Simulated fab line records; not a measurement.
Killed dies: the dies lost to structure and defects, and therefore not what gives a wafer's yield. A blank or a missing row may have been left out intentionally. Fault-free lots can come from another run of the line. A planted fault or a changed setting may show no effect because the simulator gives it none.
Which tool did it? | flow gf180mcu | 33 wafers from 11 lots sampled at 3 of the route's 602 steps

WHAT THE GAUGES SHOWED, per wafer
GF_V2_THK_MEAS_03.
lot  | measured     | on            | V2_CVD_02_THK (nm)
L617 | day 19 16:55 | film_metro-01 | 847 864 875
L618 | day 20 01:28 | film_metro-03 | 856 844 870
L619 | day 20 10:58 | film_metro-01 | 843 827 856
L621 | day 21 09:01 | film_metro-04 | 854 841 878
L622 | day 21 10:35 | film_metro-04 | 825 847 855
L628 | day 23 17:20 | film_metro-01 | 850 838 1469 851 838 1470
L629 | day 24 01:37 | film_metro-03 | 1438 839 850 1440 840 850
L630 | day 24 08:40 | film_metro-01 | 844 837 838
L637 | day 26 15:01 | film_metro-04 | 856 836 857
L638 | day 26 23:26 | film_metro-01 | 823 849 860
L639 | day 27 02:14 | film_metro-03 | 842 854 860

EACH LOT AND THE TOOL THAT RAN IT (in order: tool; ch and the chambers of the sampled wafers; start)
lot  | GF_M2_SPUTTER_04             | GF_V2_CVD_02
L617 | pvd_sputter-04, day 18 14:57 | pecvd-01 ch 1,2, day 19 16:50
L618 | pvd_sputter-04, day 19 00:11 | pecvd-02 ch 0,2, day 20 01:25
L619 | pvd_sputter-03, day 19 10:00 | pecvd-03 ch 1,2, day 20 10:54
L621 | pvd_sputter-04, day 20 08:04 | pecvd-02 ch 0,1,2, day 21 08:56
L622 | pvd_sputter-02, day 20 09:40 | pecvd-03 ch 0,1,2, day 21 10:31
L628 | pvd_sputter-02, day 22 17:40 | pecvd-02 ch 0,1,2, day 23 17:16
L629 | pvd_sputter-03, day 23 01:50 | pecvd-02 ch 0,1,2, day 24 01:30
L630 | pvd_sputter-03, day 23 10:10 | pecvd-01 ch 0,1,2, day 24 08:36
L637 | pvd_sputter-02, day 25 16:40 | pecvd-02 ch 0,1,2, day 26 14:56
L638 | pvd_sputter-04, day 26 01:12 | pecvd-02 ch 0,1,2, day 26 23:22
L639 | pvd_sputter-04, day 26 04:08 | pecvd-02 ch 1,2, day 27 02:08
- GF_M2_SPUTTER_04: material TiN, target thk 50 nm, time 41.7 s.
- GF_V2_CVD_02: deposits SiO2 from TEOS, target thk 850 nm, time 94.851 s.

THE ANSWER, worked out from the rows above alone
Rule: the lots themselves supply what counts as usual. The widest of any qualifying gaps counts: lots, ordered by their means at a reading, are off when they make up no more than a third of the lots, leave a main group of 4 or more, and stand apart from it by 3 or more times the standard deviation of that group's means. A main group whose means are all the same, to the digits that the tables above print for the reading, isn't used. A lot without any number at a reading at which 4 lots or more have one is off too. The other lots that the step has rows for count as sound.
Off: L628, L629, seen at GF_V2_THK_MEAS_03 (V2_CVD_02_THK). The main group has a mean of 850 nm with a standard deviation of 7.6.
If a tool, at a process step before that reading, ran all the lots that are off and no sound lot after the first of them, it fits. The gauges at GF_V2_THK_MEAS_03 are tried like those tools. Not one of the candidates tried fits.

WHAT THE SIMULATOR HAD PUT IN
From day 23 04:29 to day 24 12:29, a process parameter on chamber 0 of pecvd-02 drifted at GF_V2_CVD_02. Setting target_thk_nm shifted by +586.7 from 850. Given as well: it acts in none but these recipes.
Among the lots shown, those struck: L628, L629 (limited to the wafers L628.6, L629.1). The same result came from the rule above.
